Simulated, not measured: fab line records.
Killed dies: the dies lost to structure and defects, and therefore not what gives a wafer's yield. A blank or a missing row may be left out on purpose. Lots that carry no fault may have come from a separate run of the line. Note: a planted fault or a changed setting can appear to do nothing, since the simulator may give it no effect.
fab line records + flow sky130
record
- lots=12
- wafers=36
- lastDay=50
route steps=708 shown VIA4@657 PAD_OPEN@708
lots untouched by any fault: they come from a run of this same line in which no faults occurred
startH: start of the lot's first displayed wafer, in hours after the record's first day + waitH: how many hours have passed since the lot's step before this one + " unchanged from the row above + L1.1+2: several wafers, shown together as one row + - no value, or no start was given + * or withheld: withheld + < > ~ a bound
route shown NAME@n: a module of which the file shows steps, and the number in the route of the first + usual: mean and standard deviation over wafers with no fault + same: alike in all rows + chamber/n: place in a boat + sites: the reading at each site + _std_site: how widely they spread, as a standard deviation + _edge_site: the outer-site mean with the inner-site mean subtracted + radiusMm: how far each site lies from the wafer's centre + mask NAME#n: copy n + behind: the tool/chamber that last shaped the wafer + hold: why the lot was held/for how many hours/how that ended + device: the n, p or np transistor that did not switch + end of line: the same wafers' tests at the end of the route + step lacking rows: just its recipe + killed: the dies lost at the first sort to structure and to defects; this is not the yield of the wafer + map: a wafer's dies, marking killed ones x, the rest . and places with no die _
set.NAME: the setting the step ran with; set.NAME@STEP: the setting that earlier step ran with + model.NAME: the simulator's own value behind a step, which no gauge read
the route's steps for a sample of lots (tables are steps, rows are wafers)
services: a tool's chamber out of use, with start hour (startH, from the record's first day; less than 0 if before it), hours out, and reason
## steps
# step SKY_VIA4_CVD_18
# recipe
- material=W
- targetThkNm=505
- timeS=152.14
- tempC=400
- pressureTorr=40
# usual
- heaterPowerOuterW=496/73
- heaterPowerW=812/90
- susceptorTempC=399.98/0.22
# same
- timeS=152.14
| lot.wafer | tool    | chamber | startH  | waitH | heaterPowerOuterW | heaterPowerW | susceptorTempC |
|-----------|---------|---------|---------|-------|-------------------|--------------|----------------|
| L740.1    | cvdW-01 | 0       | 995.22  | 0.0   | 635               | 968          | 400.12         |
| L740.2    | "       | 1       | "       | "     | 422               | 709          | 399.86         |
| L740.6    | "       | 1       | "       | "     | 430               | 717          | 399.78         |
| L741.2    | cvdW-02 | 1       | 1003.21 | 0.0   | 446               | 774          | 399.77         |
| L741.3    | "       | 0       | "       | "     | 486               | 790          | 400.24         |
| L741.6    | "       | 0       | "       | "     | 485               | 778          | 400.29         |
| L743.1    | cvdW-01 | 0       | 1017.22 | 0.0   | 594               | 963          | 399.89         |
| L743.3    | "       | 1       | "       | "     | 426               | 728          | 399.85         |
| L743.5    | "       | 1       | "       | "     | 436               | 736          | 400.15         |
| L746.1    | cvdW-02 | 1       | 1065.87 | 0.0   | 455               | 757          | 400.04         |
| L746.2    | "       | 0       | "       | "     | 490               | 775          | 399.92         |
| L746.4    | "       | 0       | "       | "     | 488               | 796          | 400.65         |
| L747.4    | cvdW-02 | 1       | 1069.44 | 0.1   | 452               | 760          | 399.81         |
| L747.5    | "       | 1       | "       | "     | 438               | 772          | 400.25         |
| L747.6    | "       | 0       | "       | "     | 476               | 787          | 399.73         |
| L750.1    | cvdW-01 | 0       | 1070.89 | 0.0   | 636               | 995          | 400.13         |
| L750.2    | "       | 1       | "       | "     | 438               | 722          | 400.11         |
| L750.5    | "       | 1       | "       | "     | 437               | 708          | 399.84         |
| L751.1    | cvdW-02 | 1       | 1078.71 | 0.0   | 457               | 773          | 399.76         |
| L751.2    | "       | 0       | "       | "     | 484               | 797          | 400.03         |
| L751.4    | "       | 1       | "       | "     | 461               | 785          | 400.29         |
| L752.1    | cvdW-01 | 1       | 1079.01 | 0.0   | 436               | 727          | 400.03         |
| L752.3    | "       | 0       | "       | "     | 645               | 967          | 400.25         |
| L752.4    | "       | 1       | "       | "     | 431               | 722          | 400.21         |
| L753.2    | cvdW-01 | 1       | 1086.09 | 0.0   | 432               | 746          | 400.22         |
| L753.3    | "       | 0       | "       | "     | 845               | 1298         | 447.08         |
| L753.6    | "       | 0       | "       | "     | 865               | 1303         | 447.01         |
| L755.1    | cvdW-01 | 0       | 1096.31 | 0.0   | 837               | 1268         | 446.59         |
| L755.3    | "       | 0       | "       | "     | 869               | 1256         | 447.13         |
| L755.5    | "       | 1       | "       | "     | 427               | 741          | 399.78         |
| L762.2    | cvdW-02 | 1       | 1141.74 | 0.0   | 459               | 764          | 399.96         |
| L762.4    | "       | 0       | "       | "     | 481               | 776          | 400.02         |
| L762.5    | "       | 1       | "       | "     | 457               | 782          | 399.93         |
| L759.1    | cvdW-02 | 1       | 1142.30 | 0.0   | 453               | 803          | 400.29         |
| L759.2    | "       | 0       | "       | "     | 486               | 790          | 400.17         |
| L759.4    | "       | 0       | "       | "     | 494               | 799          | 400.11         |
# step SKY_VIA4_RS_MEAS_19
# recipe
- thkMeasGauge=four-point-probe
- reads=W_of_VIA4_CVD_18+TiN_of_VIA4_SPUTTER_17
# usual
- VIA4_W_RS=0.227/0.003
| lot.wafer | tool         | chamber | startH  | waitH | VIA4_W_RS[ohm/sq] |
|-----------|--------------|---------|---------|-------|-------------------|
| L740.1    | filmMetro-04 | -       | 995.37  | 0.1   | 0.226             |
| L740.2    | "            | -       | "       | "     | 0.228             |
| L740.6    | "            | -       | "       | "     | 0.230             |
| L741.2    | filmMetro-04 | -       | 1003.38 | 0.1   | 0.227             |
| L741.3    | "            | -       | "       | "     | 0.231             |
| L741.6    | "            | -       | "       | "     | 0.229             |
| L743.1    | filmMetro-03 | -       | 1017.37 | 0.1   | 0.226             |
| L743.3    | "            | -       | "       | "     | 0.229             |
| L743.5    | "            | -       | "       | "     | 0.228             |
| L746.1    | filmMetro-02 | -       | 1066.03 | 0.1   | 0.224             |
| L746.2    | "            | -       | "       | "     | 0.228             |
| L746.4    | "            | -       | "       | "     | 0.228             |
| L747.4    | filmMetro-04 | -       | 1069.60 | 0.1   | 0.225             |
| L747.5    | "            | -       | "       | "     | 0.227             |
| L747.6    | "            | -       | "       | "     | 0.228             |
| L750.1    | filmMetro-04 | -       | 1071.04 | 0.1   | 0.227             |
| L750.2    | "            | -       | "       | "     | 0.227             |
| L750.5    | "            | -       | "       | "     | 0.226             |
| L751.1    | filmMetro-02 | -       | 1078.87 | 0.1   | 0.225             |
| L751.2    | "            | -       | "       | "     | 0.229             |
| L751.4    | "            | -       | "       | "     | 0.227             |
| L752.1    | filmMetro-03 | -       | 1079.17 | 0.1   | 0.226             |
| L752.3    | "            | -       | "       | "     | 0.232             |
| L752.4    | "            | -       | "       | "     | 0.227             |
| L753.2    | filmMetro-03 | -       | 1086.26 | 0.1   | 0.228             |
| L753.3    | "            | -       | "       | "     | 0.136             |
| L753.6    | "            | -       | "       | "     | 0.135             |
| L755.1    | filmMetro-03 | -       | 1096.46 | 0.1   | 0.137             |
| L755.3    | "            | -       | "       | "     | 0.135             |
| L755.5    | "            | -       | "       | "     | 0.224             |
| L762.2    | filmMetro-03 | -       | 1141.91 | 0.1   | 0.227             |
| L762.4    | "            | -       | "       | "     | 0.230             |
| L762.5    | "            | -       | "       | "     | 0.223             |
| L759.1    | filmMetro-04 | -       | 1142.45 | 0.1   | 0.224             |
| L759.2    | "            | -       | "       | "     | 0.232             |
| L759.4    | "            | -       | "       | "     | 0.232             |
# step SKY_VIA4_THK_MEAS_20
# recipe
- thkMeasGauge=xrf
- reads=W_of_VIA4_CVD_18
# usual
- VIA4_W_THK=499/7.2
| lot.wafer | tool         | chamber | startH  | waitH | VIA4_W_THK[nm] |
|-----------|--------------|---------|---------|-------|----------------|
| L740.1    | filmMetro-04 | -       | 995.49  | 0.1   | 503            |
| L740.2    | "            | -       | "       | "     | 499            |
| L740.6    | "            | -       | "       | "     | 496            |
| L741.2    | filmMetro-04 | -       | 1003.49 | 0.1   | 501            |
| L741.3    | "            | -       | "       | "     | 490            |
| L741.6    | "            | -       | "       | "     | 495            |
| L743.1    | filmMetro-03 | -       | 1017.49 | 0.1   | 499            |
| L743.3    | "            | -       | "       | "     | 495            |
| L743.5    | "            | -       | "       | "     | 496            |
| L746.1    | filmMetro-02 | -       | 1066.15 | 0.1   | 500            |
| L746.2    | "            | -       | "       | "     | 495            |
| L746.4    | "            | -       | "       | "     | 496            |
| L747.4    | filmMetro-04 | -       | 1069.69 | 0.1   | 499            |
| L747.5    | "            | -       | "       | "     | 501            |
| L747.6    | "            | -       | "       | "     | 493            |
| L750.1    | filmMetro-04 | -       | 1071.16 | 0.1   | 499            |
| L750.2    | "            | -       | "       | "     | 500            |
| L750.5    | "            | -       | "       | "     | 499            |
| L751.1    | filmMetro-02 | -       | 1078.99 | 0.1   | 502            |
| L751.2    | "            | -       | "       | "     | 491            |
| L751.4    | "            | -       | "       | "     | 497            |
| L752.1    | filmMetro-03 | -       | 1079.29 | 0.1   | 505            |
| L752.3    | "            | -       | "       | "     | 492            |
| L752.4    | "            | -       | "       | "     | 503            |
| L753.2    | filmMetro-03 | -       | 1086.37 | 0.1   | 495            |
| L753.3    | "            | -       | "       | "     | 825            |
| L753.6    | "            | -       | "       | "     | 835            |
| L755.1    | filmMetro-03 | -       | 1096.58 | 0.1   | 820            |
| L755.3    | "            | -       | "       | "     | 834            |
| L755.5    | "            | -       | "       | "     | 505            |
| L762.2    | filmMetro-03 | -       | 1142.02 | 0.1   | 500            |
| L762.4    | "            | -       | "       | "     | 490            |
| L762.5    | "            | -       | "       | "     | 508            |
| L759.1    | filmMetro-04 | -       | 1142.57 | 0.1   | 508            |
| L759.2    | "            | -       | "       | "     | 493            |
| L759.4    | "            | -       | "       | "     | 492            |
# step SKY_VIA4_CMP_21
# recipe
- stopOn=SiO2
- tOverpolishS=25
- downForcePsi=3.5
- platenRpm=60
- targetThkNm=0
- padVelocityMS=0.94248
# usual
- motorCurrentA=11.3/1.1
- retainingRingPressureFrac=0.999/0.0052
- timeToEndpointS=122/6.8
| lot.wafer | tool   | chamber | startH  | waitH | motorCurrentA | retainingRingPressureFrac | timeToEndpointS |
|-----------|--------|---------|---------|-------|---------------|---------------------------|-----------------|
| L740.1    | cmp-01 | 1       | 995.55  | 0.1   | 11.0          | 0.996                     | 114             |
| L740.2    | "      | 0       | "       | "     | 11.3          | 1.000                     | 126             |
| L740.6    | "      | 2       | "       | "     | 11.7          | 0.997                     | 114             |
| L741.2    | cmp-02 | 3       | 1003.54 | 0.0   | 10.2          | 1.002                     | 114             |
| L741.3    | "      | 0       | "       | "     | 12.8          | 0.999                     | 122             |
| L741.6    | "      | 3       | "       | "     | 9.7           | 0.996                     | 113             |
| L743.1    | cmp-02 | 3       | 1017.60 | 0.1   | 10.0          | 1.001                     | 116             |
| L743.3    | "      | 1       | "       | "     | 10.8          | 1.005                     | 118             |
| L743.5    | "      | 2       | "       | "     | 10.0          | 0.988                     | 111             |
| L746.2    | cmp-01 | 1       | 1066.21 | 0.0   | 9.8           | 0.998                     | 124             |
| L746.1    | "      | 2       | "       | "     | 11.1          | 0.997                     | 125             |
| L746.4    | "      | 3       | "       | "     | 12.9          | 0.989                     | 130             |
| L747.4    | cmp-01 | 1       | 1069.72 | 0.0   | 10.9          | 1.004                     | 125             |
| L747.6    | "      | 1       | "       | "     | 10.4          | 1.003                     | 122             |
| L747.5    | "      | 2       | "       | "     | 11.2          | 1.005                     | 127             |
| L750.2    | cmp-01 | 0       | 1071.23 | 0.1   | 11.6          | 0.992                     | 125             |
| L750.1    | "      | 3       | "       | "     | 12.4          | 1.004                     | 134             |
| L750.5    | "      | 0       | "       | "     | 11.7          | 0.995                     | 130             |
| L751.2    | cmp-01 | 3       | 1079.05 | 0.0   | 12.8          | 1.002                     | 130             |
| L751.4    | "      | 1       | "       | "     | 10.6          | 1.003                     | 114             |
| L751.1    | "      | 2       | "       | "     | 12.0          | 1.004                     | 124             |
| L752.1    | cmp-02 | 2       | 1079.35 | 0.1   | 10.2          | 1.005                     | 112             |
| L752.4    | "      | 3       | "       | "     | 9.9           | 1.005                     | 116             |
| L752.3    | "      | 0       | "       | "     | 12.2          | 0.995                     | 119             |
| L753.2    | cmp-01 | 0       | 1086.47 | 0.1   | 12.1          | 0.995                     | 125             |
| L753.3    | "      | 2       | "       | "     | 12.0          | 1.001                     | 203             |
| L753.6    | "      | 0       | "       | "     | 11.7          | 1.004                     | 212             |
| L755.1    | cmp-02 | 2       | 1096.69 | 0.1   | 10.0          | 0.999                     | 187             |
| L755.3    | "      | 0       | "       | "     | 12.6          | 0.989                     | 203             |
| L755.5    | "      | 1       | "       | "     | 10.8          | 0.997                     | 124             |
| L762.2    | cmp-02 | 2       | 1142.12 | 0.1   | 10.7          | 0.999                     | 113             |
| L762.4    | "      | 3       | "       | "     | 9.5           | 0.999                     | 113             |
| L762.5    | "      | 2       | "       | "     | 10.1          | 1.003                     | 113             |
| L759.1    | cmp-02 | 3       | 1142.63 | 0.1   | 10.0          | 0.999                     | 115             |
| L759.2    | "      | 1       | "       | "     | 10.6          | 0.998                     | 114             |
| L759.4    | "      | 2       | "       | "     | 10.0          | 1.003                     | 111             |
# step SKY_PAD_OPEN_PROBE_99
# usual
- defectLimitedYield=82.5/2
- killed_at_M0_to_M3=44/7.1
- killed_at_M4_up=3.1/1.8
- killedAtContacts=24/5.3
- killedAtFrontEnd=15/4.5
- killedAtOther=0.2/0.42
- killedDies=86/9.6
- killedOpen=46/6.9
- killedShort=40/6.4
- sort_bin_3_pad_short=0.8/0.36
- sort_bin_5_function=10.3/1.3
- sort_bin_6_memory=6.4/1.2
- sortNPass=406/9.6
- sortYieldPct=82.5/2
# same
- grossDies=492
- killedAtBackSide=0
- sort_bin_4_leakage[%]=0
- sort_bin_8_speed[%]=0
| lot.wafer | tool      | chamber | startH  | waitH | defectLimitedYield[%] | killed_at_M0_to_M3 | killed_at_M4_up | killedAtContacts | killedAtFrontEnd | killedAtOther | killedDies | killedOpen | killedShort | sort_bin_3_pad_short[%] | sort_bin_5_function[%] | sort_bin_6_memory[%] | sortNPass | sortYieldPct[%] |
|-----------|-----------|---------|---------|-------|-----------------------|--------------------|-----------------|------------------|------------------|---------------|------------|------------|-------------|-------------------------|------------------------|----------------------|-----------|-----------------|
| L751.1    | prober-02 | -       | 1142.24 | 0.1   | 81.5                  | 40                 | 6               | 30               | 15               | 0             | 91         | 46         | 45          | 0.6                     | 10.8                   | 7.1                  | 401       | 81.5            |
| L751.2    | prober-02 | -       | 1142.29 | 0.1   | 81.9                  | 53                 | 5               | 20               | 11               | 0             | 89         | 50         | 39          | 0.8                     | 10.8                   | 6.5                  | 403       | 81.9            |
| L751.4    | prober-02 | -       | 1142.39 | 0.2   | 82.7                  | 40                 | 4               | 28               | 13               | 0             | 85         | 47         | 38          | 1.0                     | 10.4                   | 5.9                  | 407       | 82.7            |
# killed by level:class
L751.1 LOCAL_INTERCONNECT:geometricParticle:short=9 CONTACT:geometricParticle:open=9 VIA1:geometricParticle:open=9 VIA2:geometricParticle:open=8 FIELD_ISO:geometricParticle:short=7 VIA3:geometricParticle:open=6 LI_CONTACT:geometricParticle:open=5 CONTACT:geometricParticle:short=5
L751.2 VIA1:geometricParticle:open=15 VIA3:geometricParticle:open=10 VIA1:geometricParticle:short=7 CONTACT:geometricParticle:short=6 METAL2:geometricParticle:short=6 CONTACT:geometricParticle:open=5 VIA2:geometricParticle:open=4 POLY_GATE:geometricParticle:open=3
L751.4 LI_CONTACT:geometricParticle:open=9 METAL1:geometricParticle:short=7 VIA2:geometricParticle:open=7 VIA1:geometricParticle:open=7 METAL2:geometricParticle:short=6 VIA3:geometricParticle:open=6 CONTACT:geometricParticle:short=6 CONTACT:geometricParticle:open=6
## services
| tool    | chamber | startH  | hours | kind                          |
|---------|---------|---------|-------|-------------------------------|
| cvdW-01 | 0       | 974.60  | 2.9   | repair                        |
| cvdW-02 | 1       | 1003.52 | 10.5  | repair                        |
| cmp-01  | -       | 1028.42 | 0.9   | repair                        |
| cmp-01  | -       | 1037.75 | 8.1   | pm                            |
| cvdW-01 | -       | 1053.05 | 1.6   | repair                        |
| cmp-02  | -       | 1066.19 | 2.4   | repair                        |
| cmp-02  | -       | 1089.95 | 4.0   | pm                            |
| cmp-02  | -       | 1093.95 | -     | consumableReplace:conditioner |
| cmp-02  | -       | 1093.95 | -     | consumableReplace:pad         |
| cvdW-02 | -       | 1103.12 | 4.8   | repair                        |
| cmp-02  | -       | 1110.39 | 6.6   | pm                            |
| cmp-01  | -       | 1126.83 | 1.0   | repair                        |
## key
firstSign
- step=SKY_VIA4_CVD_18
- reading=susceptorTempC
- direction=up
- sigmas=99+
- usual=*
- struck=*
effect
- step=SKY_VIA4_CVD_18
- reading=heaterPowerW
- direction=up
- sigmas=5.2
- usual=*
- struck=*
effect
- step=SKY_VIA4_RS_MEAS_19
- reading=VIA4_W_RS
- direction=down
- sigmas=30
- usual=0.227
- struck=0.136
effect
- step=SKY_VIA4_THK_MEAS_20
- reading=VIA4_W_THK
- direction=up
- sigmas=46
- usual=499
- struck=828
effect
- step=SKY_VIA4_CMP_21
- reading=timeToEndpointS
- direction=up
- sigmas=12
- usual=*
- struck=*
metAt SKY_VIA4_CVD_18
struckLots L753,L755
struckWafers L753.3,L753.6,L755.1,L755.3
onsetBetween 1079.01 1086.09
fault
- kind=processParameterDrift
- tool=cvdW-01
- chamber=0
- onsetH=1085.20
- steps=SKY_VIA4_CVD_18
- channel=tempC
- offset=*
- shape=step
- endH=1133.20
- actsIn=*
- stated=*
